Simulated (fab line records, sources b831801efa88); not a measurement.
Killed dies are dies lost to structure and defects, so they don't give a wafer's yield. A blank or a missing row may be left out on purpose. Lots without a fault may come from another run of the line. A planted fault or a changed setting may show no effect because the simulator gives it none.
Which tool did it? | flow gf180mcu | 14 lots, 42 wafers sampled, at 3 steps of a route of 602

WHAT THE GAUGES READ, wafer by wafer
GF_STI_CD_MEAS_12: target cd 220 nm.
lot  | measured    | on        | cd_nm (nm)
L602 | day 2 15:40 | cd_sem-01 | 220.8 220.5 220.2
L603 | day 2 22:17 | cd_sem-02 | 220.3 220.7 220.6
L604 | day 2 23:59 | cd_sem-01 | 219.9 220.4 219.6
L606 | day 3 07:58 | cd_sem-01 | 219.3 219.7 219.7
L609 | day 4 02:15 | cd_sem-01 | 219.9 220.6 219.5
L610 | day 4 05:43 | cd_sem-01 | 222.6 223.1 222.7
L611 | day 4 09:32 | cd_sem-01 | 220.7 220.4 220.7
L612 | day 4 18:53 | cd_sem-01 | 219.9 220.3 219.9
L613 | day 5 00:46 | cd_sem-01 | 220.0 220.1 220.7
L614 | day 5 04:19 | cd_sem-01 | 219.2 219.8 219.4
L615 | day 5 06:33 | cd_sem-01 | 220.8 219.2 220.0
L616 | day 5 11:20 | cd_sem-01 | 220.7 220.4 221.0
L617 | day 5 17:14 | cd_sem-01 | 219.2 219.4 219.5
L619 | day 6 03:16 | cd_sem-02 | 222.4 222.0 221.2

GF_VT_IMPLANT_OVL_MEAS_18.
lot  | measured     | on         | VT_IMPLANT_01_OVL (nm)
L602 | day 7 00:02  | overlay-01 | -1.6 -0.3 0.2
L603 | day 7 06:58  | overlay-02 | -0.6 -1.7 0.0
L604 | day 7 11:13  | overlay-02 | 2.0 1.2 0.2
L606 | day 7 19:50  | overlay-02 | -3.0 -1.2 -1.2
L609 | day 8 22:14  | overlay-01 | -0.1 -1.8 0.3
L610 | day 8 23:04  | overlay-02 | -1.6 1.9 0.8
L611 | day 9 04:46  | overlay-02 | -1.2 0.4 -0.4
L612 | day 9 12:52  | overlay-01 | -2.6 -2.3 0.0
L613 | day 9 20:43  | overlay-01 | -1.9 1.3 -1.9
L614 | day 10 02:11 | overlay-02 | 0.8 -0.6 1.3
L615 | day 10 04:04 | overlay-02 | 1.2 0.3 0.2
L616 | day 10 08:34 | overlay-02 | 0.8 -0.2 -0.8
L617 | day 10 16:55 | overlay-01 | -2.4 -3.2 -1.7
L619 | day 11 07:11 | overlay-01 | 0.2 1.0 0.9

WHICH TOOL RAN EACH LOT (tool, then ch and the chambers of the sampled wafers, then the start)
lot  | GF_STI_WET_ETCH_26
L602 | wet_bench-03 ch 0, day 2 19:03
L603 | wet_bench-03 ch 3, day 3 00:50
L604 | wet_bench-03 ch 2, day 3 03:13
L606 | wet_bench-02 ch 3, day 3 12:22
L609 | wet_bench-04 ch 1, day 4 08:35
L610 | wet_bench-04 ch 3, day 4 08:35
L611 | wet_bench-04 ch 3, day 4 14:00
L612 | wet_bench-04 ch 0, day 4 21:14
L613 | wet_bench-04 ch 3, day 5 04:07
L614 | wet_bench-02 ch 2, day 5 07:08
L615 | wet_bench-04 ch 2, day 5 09:20
L616 | wet_bench-03 ch 2, day 5 13:55
L617 | wet_bench-02 ch 0, day 5 19:37
L619 | wet_bench-04 ch 2, day 6 05:36
- GF_STI_WET_ETCH_26: etches SiO2 in dHF, target depth 94 nm, time 188 s.

WHAT THE TOOLS THEMSELVES READ (means of the sampled wafers that have a number; where no wafer has one, the mark that the record gives instead)
GF_STI_WET_ETCH_26.
lot  | tool         | bath_heat_duty_pct (%) | run_length_s (s) | temp_c (C)
L602 | wet_bench-03 | 6.0                    | 213              | 25.03
L603 | wet_bench-03 | 6.1                    | 213              | 25.03
L604 | wet_bench-03 | 6.4                    | 212              | 25.00
L606 | wet_bench-02 | 5.5                    | 214              | 25.13
L609 | wet_bench-04 | 5.2                    | 214              | 25.03
L610 | wet_bench-04 | 5.8                    | 214              | 25.08
L611 | wet_bench-04 | 5.3                    | 214              | 24.85
L612 | wet_bench-04 | 5.9                    | 214              | 25.05
L613 | wet_bench-04 | 6.1                    | 215              | 25.07
L614 | wet_bench-02 | 4.8                    | 216              | 25.01
L615 | wet_bench-04 | 6.6                    | 159              | 25.09
L616 | wet_bench-03 | 6.4                    | 220              | 25.16
L617 | wet_bench-02 | 6.5                    | 214              | 25.00
L619 | wet_bench-04 | 5.7                    | 152              | 25.02

THE ANSWER, worked out from the rows above alone
Rule: what is usual is taken from the lots themselves. Put in order of their means at a reading, lots are off if they are a third of the lots or fewer, leave a main group of 4 or more, and stand apart from it by a gap of 3 or more times the standard deviation of the main group's means; of several such gaps the widest counts. A main group whose means are all the same, to the digits that the tables above print for the reading, isn't used. A lot without any number at a reading at which 4 lots or more have one is off too. The other lots that the step has rows for count as sound. The gauges are gone through in route order, then the tools' own readings, and for those a lot's mean is taken as printed above. The first step at which some lot is off is used, and at that step the reading that is off furthest; a lot without a number counts as furthest.
Off: L615, L619, at GF_STI_WET_ETCH_26 (run_length_s). The main group: mean 214 s, standard deviation 1.9.
A tool fits if, at that step or a process step before it, it ran every lot that is off, and no sound lot after the first of them. One fits: wet_bench-04 at GF_STI_WET_ETCH_26. Its last sound lot is L613 (day 5 04:07), its first lot that is off L615 (day 5 09:20): a fault that began between those two fits.
The tool's own readings at GF_STI_WET_ETCH_26 bear it out: on the lots that are off they differ by more than 5 times the standard deviation of the sound lots' means. run_length_s reads 156 s there against 214 s on the sound lots.

WHAT THE SIMULATOR HAD PUT IN
Process parameter drift: wet_bench-04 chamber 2, from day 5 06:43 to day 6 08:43, at GF_STI_WET_ETCH_26. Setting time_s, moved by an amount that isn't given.
Lots struck among those shown: L615, L619. The rule above found the same.
